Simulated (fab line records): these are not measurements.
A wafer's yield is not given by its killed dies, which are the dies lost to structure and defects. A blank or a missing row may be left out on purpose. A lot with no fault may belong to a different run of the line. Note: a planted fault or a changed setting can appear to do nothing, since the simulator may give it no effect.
fab line records -- flow sky130
record lots=6, wafers=18, last-day=49
route steps=708 shown METAL1@441 PAD_OPEN@708
lots untouched by any fault: they come from a run of this same line in which no faults occurred
start-h: hours from the record's opening day to when the first of the lot's shown wafers began -- wait-h: hours from the lot's prior step to this one -- " the same as in the row above -- L1.1+2: a row that stands for several wafers -- - no value, or no start was given -- * or withheld: withheld -- < > ~ a bound
route shown NAME@n: names a module that has steps shown in the file, with the first one's number in the route -- usual: mean/standard deviation of fault-free wafers -- same: alike in all rows -- chamber/n: place in a boat -- sites: readings site by site -- _std_site: their standard deviation -- _edge_site: outer sites' mean less inner sites' -- radius-mm: for every site, how far away it sits from the centre of the wafer -- mask NAME#n: copy n -- behind: the tool/chamber that last shaped the wafer -- hold: reason for holding the lot/hours on hold/outcome of the hold -- device: the n, p or np transistor that did not switch -- end of line: the same wafers' tests at the end of the route -- a step without rows: its recipe alone -- killed: not the wafer's yield, but the dies lost to structure and defects at the first sort -- map: the dies of a wafer, with x for killed, . for not killed, _ for no die there
set.NAME: the setting that was run; set.NAME@STEP: the one run at that earlier step -- model.NAME: the simulator's own value behind a step, which no gauge read
lots at some steps of the route; a table a step, a row a wafer
services: from which hour (start-h, from the record's first day; less than 0 if before it) a tool's chamber was out of use, for how many hours, and why
## steps
# step SKY_METAL1_DEHYDRATE_07
# recipe temp-c=200, time-s=60
# step SKY_METAL1_HMDS_08
# recipe prime-time-s=60, prime-temp-c=120
# step SKY_METAL1_COAT_09
# recipe resist=BARC, temp-c=withheld, time-s=withheld, spin-rpm=3000, resist-thk-nm=60
# step SKY_METAL1_COAT_10
# recipe resist=KrF-thick, spin-rpm=3000, resist-thk-nm=450
# step SKY_METAL1_SOFTBAKE_11
# recipe temp-c=100, time-s=90, resist=KrF-thick
# step SKY_METAL1_EXPOSE_12
# recipe mask-id=MM1, na=0.8, source-shape=annular, sigma-inner=0.55, sigma-outer=0.85, target-cd-nm=140, dose-mj=28
# step SKY_METAL1_PEB_13
# recipe peb-temp-c=withheld, peb-time-s=withheld, resist=KrF-thick
# step SKY_METAL1_DEVELOP_14
# recipe develop-time-s=60, resist=KrF-thick, dev-temp-c=21
# step SKY_METAL1_CD_MEAS_15
# recipe target-cd-nm=140
# usual cd-nm=139.9/1.6
lot.wafer,tool,chamber,start-h,wait-h,cd-nm
L585.1,cd-sem-01,-,771.60,-,141.4
L585.3,cd-sem-01,-,771.60,-,139.2
L585.6,cd-sem-01,-,771.60,-,140.5
L590.1,cd-sem-01,-,809.15,-,141.2
L590.4,cd-sem-01,-,809.15,-,144.1
L590.6,cd-sem-01,-,809.15,-,143.0
L598.1,cd-sem-01,-,865.15,-,141.1
L598.2,cd-sem-01,-,865.15,-,140.8
L598.4,cd-sem-01,-,865.15,-,140.0
L599.1,cd-sem-01,-,875.90,-,140.5
L599.2,cd-sem-01,-,875.90,-,140.4
L599.4,cd-sem-01,-,875.90,-,139.7
L600.2,cd-sem-02,-,884.36,-,139.2
L600.3,cd-sem-02,-,884.36,-,138.5
L600.6,cd-sem-02,-,884.36,-,139.0
L602.1,cd-sem-01,-,908.59,-,139.0
L602.3,cd-sem-01,-,908.59,-,138.2
L602.5,cd-sem-01,-,908.59,-,139.9
# step SKY_METAL1_OVL_MEAS_16
# usual METAL1_OVL=3/5.8
lot.wafer,tool,chamber,start-h,wait-h,METAL1_OVL[nm]
L585.1,overlay-01,-,771.72,0.1,0
L585.3,overlay-01,-,771.72,0.1,6
L585.6,overlay-01,-,771.72,0.1,-1
L590.1,overlay-01,-,809.27,0.1,6
L590.4,overlay-01,-,809.27,0.1,11
L590.6,overlay-01,-,809.27,0.1,10
L598.1,overlay-01,-,865.27,0.1,5
L598.2,overlay-01,-,865.27,0.1,-1
L598.4,overlay-01,-,865.27,0.1,11
L599.1,overlay-01,-,876.02,0.1,5
L599.2,overlay-01,-,876.02,0.1,3
L599.4,overlay-01,-,876.02,0.1,-1
L600.2,overlay-01,-,884.47,0.1,8
L600.3,overlay-01,-,884.47,0.1,19
L600.6,overlay-01,-,884.47,0.1,9
L602.1,overlay-01,-,908.71,0.1,0
L602.3,overlay-01,-,908.71,0.1,1
L602.5,overlay-01,-,908.71,0.1,2
# step SKY_METAL1_DESCUM_17
# recipe chemistry=O2, source-power-w=150, bias-power-w=0, pressure-mtorr=10, temp-c=40, time-s=8
# usual drypump-motor-current-A=5.8/0.61, oes-product-au=1.002/0.0079
lot.wafer,tool,chamber,start-h,wait-h,drypump-motor-current-A,oes-product-au,rf-hours-counter-h
L585.1,rie-metal-02,0,771.75,0.0,5.5,0.996,2
L585.3,rie-metal-02,1,771.75,0.0,6.2,0.994,-
L585.6,rie-metal-02,1,771.75,0.0,6.2,0.993,-
L590.1,rie-metal-03,1,809.31,0.0,5.0,1.006,8
L590.4,rie-metal-03,0,809.31,0.0,5.2,1.013,-
L590.6,rie-metal-03,0,809.31,0.0,5.2,1.009,-
L598.1,rie-metal-03,0,865.31,0.0,5.2,1.016,4
L598.2,rie-metal-03,1,865.31,0.0,5.0,1.012,10
L598.4,rie-metal-03,0,865.31,0.0,5.2,1.004,-
L599.1,rie-metal-03,1,876.05,0.0,5.0,1.003,11
L599.2,rie-metal-03,0,876.05,0.0,5.2,1.002,4
L599.4,rie-metal-03,0,876.05,0.0,5.2,1.011,-
L600.2,rie-metal-01,0,884.50,0.0,6.1,1.000,17
L600.3,rie-metal-01,1,884.50,0.0,6.6,0.992,-
L600.6,rie-metal-01,0,884.50,0.0,6.1,1.005,-
L602.1,rie-metal-01,1,908.75,0.0,6.6,0.994,6
L602.3,rie-metal-01,1,908.75,0.0,6.6,1.003,-
L602.5,rie-metal-01,1,908.75,0.0,6.6,0.992,-
# step SKY_METAL1_ETCH_18
# recipe chemistry=N2/H2, target=BARC, ion-energy-ev=200, bias-w=100, pressure-mtorr=30, n2-flow-sccm=100, h2-flow-sccm=200, icp-w=500, stop-on=SiO2, time-s=45.9, target-depth-a=600
# usual bias-w=99.98/0.29, drypump-motor-current-A=5.8/0.61, oes-product-au=0.855/0.0049, throttle-valve-pct=13.224/0.0092
lot.wafer,tool,chamber,start-h,wait-h,bias-w,drypump-motor-current-A,oes-product-au,rf-hours-counter-h,throttle-valve-pct
L585.1,rie-metal-02,0,771.78,0.0,100.11,5.6,0.849,2,13.237
L585.3,rie-metal-02,1,771.78,0.0,99.73,6.1,0.865,-,13.210
L585.6,rie-metal-02,1,771.78,0.0,99.50,6.1,0.862,-,13.228
L590.1,rie-metal-03,1,809.34,0.0,100.08,5.0,0.850,8,13.229
L590.4,rie-metal-03,0,809.34,0.0,99.73,5.2,0.857,-,13.216
L590.6,rie-metal-03,0,809.34,0.0,99.53,5.2,0.857,-,13.235
L598.1,rie-metal-03,0,865.34,0.0,99.74,5.2,0.862,4,13.227
L598.2,rie-metal-03,1,865.34,0.0,100.02,5.0,0.847,10,13.222
L598.4,rie-metal-03,0,865.34,0.0,99.48,5.2,0.853,-,13.221
L599.1,rie-metal-03,1,876.08,0.0,100.22,5.0,0.855,11,13.214
L599.2,rie-metal-03,0,876.08,0.0,100.06,5.2,0.850,4,13.210
L599.4,rie-metal-03,0,876.08,0.0,100.16,5.2,0.854,-,13.227
L600.2,rie-metal-01,0,884.53,0.0,100.23,6.2,0.851,17,13.231
L600.3,rie-metal-01,1,884.53,0.0,99.65,6.6,0.858,-,13.235
L600.6,rie-metal-01,0,884.53,0.0,100.09,6.1,0.846,-,13.229
L602.1,rie-metal-01,1,908.81,0.1,99.96,6.6,0.852,6,13.202
L602.3,rie-metal-01,1,908.81,0.1,99.93,6.6,0.857,-,13.227
L602.5,rie-metal-01,1,908.81,0.1,100.06,6.6,0.862,-,13.224
# step SKY_METAL1_METAL_ETCH_19
# recipe target-depth-a=3600, stop-on=SiO2, over-etch-frac=0.3, time-s=78, chemistry=Cl2/BCl3, resist-sidewall-deg=88, pressure-mtorr=10, icp-w=900, bias-w=48.5, Cl2_flow_sccm=60, bcl3-flow-sccm=30
# usual bias-w=48.50/0.15, drypump-motor-current-A=5.8/0.61, oes-product-au=0.856/0.0056, throttle-valve-pct=22.265/0.0096
# same over-etch-frac=0.3
lot.wafer,tool,chamber,start-h,wait-h,bias-w,drypump-motor-current-A,oes-product-au,rf-hours-counter-h,throttle-valve-pct,model.KrF-thick_of_METAL1_COAT_10.thk-nm
L585.1,rie-metal-02,0,771.85,0.0,48.29,5.6,0.858,2,22.276,159
L585.3,rie-metal-02,1,771.85,0.0,48.46,6.2,0.852,-,22.269,157.6
L585.6,rie-metal-02,1,771.85,0.0,48.56,6.1,0.854,-,22.269,161.2
L590.1,rie-metal-03,1,809.40,0.0,48.34,5.0,0.861,8,22.253,155.5
L590.4,rie-metal-03,0,809.40,0.0,48.60,5.2,0.864,-,22.258,152.9
L590.6,rie-metal-03,0,809.40,0.0,48.34,5.2,0.861,-,22.282,155
L598.1,rie-metal-03,0,865.40,0.0,54.59,5.2,0.851,4,22.277,141
L598.2,rie-metal-03,1,865.40,0.0,48.53,5.0,0.847,10,22.278,153.2
L598.4,rie-metal-03,0,865.40,0.0,54.56,5.2,0.854,-,22.281,141
L599.1,rie-metal-03,1,876.15,0.0,48.36,5.0,0.853,11,22.250,156.8
L599.2,rie-metal-03,0,876.15,0.0,54.60,5.2,0.858,4,22.253,141.1
L599.4,rie-metal-03,0,876.15,0.0,54.55,5.2,0.858,-,22.262,142.3
L600.2,rie-metal-01,0,884.59,0.0,48.47,6.1,0.853,17,22.264,157.3
L600.3,rie-metal-01,1,884.59,0.0,48.44,6.6,0.854,-,22.271,159.8
L600.6,rie-metal-01,0,884.59,0.0,48.41,6.1,0.861,-,22.265,158.3
L602.1,rie-metal-01,1,908.94,0.1,48.58,6.6,0.857,6,22.268,160.6
L602.3,rie-metal-01,1,908.94,0.1,48.28,6.5,0.852,-,22.255,165.2
L602.5,rie-metal-01,1,908.94,0.1,48.44,6.6,0.856,-,22.265,162.6
# step SKY_METAL1_STRIP_20
# recipe chemistry=O2/N2, power-w=1400, pressure-mtorr=1500, platen-temp-c=withheld, o2-flow-sccm=3000, n2-flow-sccm=300, overash-fraction=0.5
# usual drypump-motor-current-A=6.0/0.45, oes-product-au=0.342/0.0053, strip-time-to-endpoint-s=2.68/0.039
lot.wafer,tool,chamber,start-h,wait-h,drypump-motor-current-A,oes-product-au,rf-hours-counter-h,strip-time-to-endpoint-s
L585.1,plasma-asher-03,0,771.94,0.1,6.2,0.348,66,2.70
L585.3,plasma-asher-03,0,771.94,0.1,6.1,0.346,-,2.68
L585.6,plasma-asher-03,0,771.94,0.1,6.1,0.341,-,2.74
L590.1,plasma-asher-03,1,809.49,0.1,5.5,0.349,71,2.66
L590.4,plasma-asher-03,0,809.49,0.1,6.1,0.337,-,2.62
L590.6,plasma-asher-03,0,809.49,0.1,6.1,0.338,-,2.66
L598.1,plasma-asher-03,0,865.49,0.1,6.1,0.339,79,2.52
L598.2,plasma-asher-03,1,865.49,0.1,5.5,0.346,79,2.62
L598.4,plasma-asher-03,1,865.49,0.1,5.5,0.333,-,2.50
L599.1,plasma-asher-01,1,876.24,0.1,5.7,0.352,15,2.69
L599.2,plasma-asher-01,0,876.24,0.1,6.7,0.333,15,2.50
L599.4,plasma-asher-01,1,876.24,0.1,5.8,0.335,-,2.51
L600.2,plasma-asher-01,0,884.68,0.1,6.7,0.347,16,2.66
L600.3,plasma-asher-01,1,884.68,0.1,5.7,0.341,-,2.71
L600.6,plasma-asher-01,0,884.68,0.1,6.7,0.341,-,2.69
L602.1,plasma-asher-03,0,909.12,0.1,6.1,0.343,83,2.71
L602.3,plasma-asher-03,1,909.12,0.1,5.5,0.348,-,2.76
L602.5,plasma-asher-03,0,909.12,0.1,6.1,0.348,-,2.74
# step SKY_METAL1_STRIP_21
# recipe chemistry=post-etch-residue-remover, time-s=1200, temp-c=72.5
# step SKY_PAD_OPEN_PROBE_99
# usual defect-limited-yield=82.2/1.9, killed_at_M0_to_M3=44/6.6, killed_at_M4_up=3.4/1.9, killed-at-contacts=25/5.6, killed-at-front-end=15/4.6, killed-at-other=0.3/0.6, killed-dies=88/9.5, killed-open=47/7.1, killed-short=40/6.4, sort_bin_3_pad_short=1.0/0.47, sort_bin_5_function=10.4/1.4, sort_bin_6_memory=6.4/1.1, sort-n-pass=404/9.5, sort-yield-pct=82.2/1.9
# same gross-dies=492, killed-at-back-side=0, sort_bin_4_leakage[%]=0, sort_bin_8_speed[%]=0
lot.wafer,tool,chamber,start-h,wait-h,defect-limited-yield[%],killed_at_M0_to_M3,killed_at_M4_up,killed-at-contacts,killed-at-front-end,killed-at-other,killed-dies,killed-open,killed-short,sort_bin_3_pad_short[%],sort_bin_5_function[%],sort_bin_6_memory[%],sort-n-pass,sort-yield-pct[%]
L599.1,prober-01,-,1158.67,0.1,81.9,47,3,20,19,0,89,48,41,0.6,10.2,7.3,403,81.9
L599.2,prober-01,-,1158.72,0.1,81.1,46,4,19,23,1,93,49,44,2.2,10.2,6.5,399,81.1
L599.4,prober-01,-,1158.82,0.2,85.4,35,2,25,10,0,72,46,26,0.4,7.5,6.7,420,85.4
L600.2,prober-02,-,1166.04,0.1,82.1,43,2,25,18,0,88,52,35,0.2,11.0,6.7,404,82.1
L600.3,prober-02,-,1166.09,0.2,81.1,52,4,24,13,0,93,47,46,2.0,11.0,5.9,399,81.1
L600.6,prober-02,-,1166.24,0.2,80.3,43,2,34,18,0,97,54,43,1.0,12.2,6.5,395,80.3
# killed by level:class
L599.1 VIA1:geometric-particle:open=13 METAL2:geometric-particle:short=11 POLY_GATE:geometric-particle:open=6 CONTACT:geometric-particle:open=6 VIA2:geometric-particle:open=6 LI_CONTACT:geometric-particle:open=5 VIA1:geometric-particle:short=4 METAL3:geometric-particle:short=4
L599.2 VIA1:geometric-particle:open=14 POLY_GATE:geometric-particle:short=8 VIA2:geometric-particle:open=7 POLY_GATE:geometric-particle:open=6 CONTACT:geometric-particle:open=5 LOCAL_INTERCONNECT:geometric-particle:short=5 LI_CONTACT:geometric-particle:open=4 VIA1:geometric-particle:short=4
L599.4 VIA1:geometric-particle:open=9 VIA3:geometric-particle:open=8 VIA2:geometric-particle:open=7 LI_CONTACT:geometric-particle:open=6 CONTACT:geometric-particle:open=6 CONTACT:geometric-particle:short=6 POLY_GATE:geometric-particle:open=4 POLY_GATE:geometric-particle:short=3
L600.2 VIA1:geometric-particle:open=13 CONTACT:geometric-particle:open=10 VIA1:geometric-particle:short=7 FIELD_ISO:geometric-particle:open=5 POLY_GATE:geometric-particle:open=5 LI_CONTACT:geometric-particle:open=5 CONTACT:geometric-particle:short=4 VIA3:geometric-particle:open=4
L600.3 VIA2:geometric-particle:open=9 VIA3:geometric-particle:short=8 VIA1:geometric-particle:open=8 LI_CONTACT:geometric-particle:open=7 METAL1:geometric-particle:short=7 CONTACT:geometric-particle:short=6 CONTACT:geometric-particle:open=5 VIA1:geometric-particle:short=5
L600.6 CONTACT:geometric-particle:open=13 VIA1:geometric-particle:open=11 LI_CONTACT:geometric-particle:open=8 METAL1:geometric-particle:short=8 VIA3:geometric-particle:open=8 CONTACT:geometric-particle:short=5 METAL2:geometric-particle:short=5 FIELD_ISO:geometric-particle:short=4
## services
tool,chamber,start-h,hours,kind
plasma-asher-01,-,766.41,6.7,repair
rie-metal-01,-,796.05,4.3,pm
plasma-asher-01,-,827.69,14.6,pm
rie-metal-03,-,858.04,2.8,pm
rie-metal-01,0,891.67,41.1,repair
## key
first-sign step=SKY_METAL1_METAL_ETCH_19, reading=bias-w, direction=up, sigmas=40, usual=48.50, struck=54.57
effect step=SKY_METAL1_STRIP_20, reading=strip-time-to-endpoint-s, direction=down, sigmas=4.5, usual=*, struck=*
model-effect step=SKY_METAL1_METAL_ETCH_19, value=KrF-thick_of_METAL1_COAT_10.thk-nm, without=153.8, struck=141.4
met-at SKY_METAL1_METAL_ETCH_19
struck-wafers L598.1,L598.4,L599.2,L599.4
onset-between 809.40 865.40
fault kind=process-parameter-drift, tool=rie-metal-03, chamber=0, onset-h=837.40, steps=SKY_METAL1_METAL_ETCH_19, channel=bias-w, offset=6.1173, shape=step, end-h=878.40, acts-in=these-recipes-only, stated=48.5
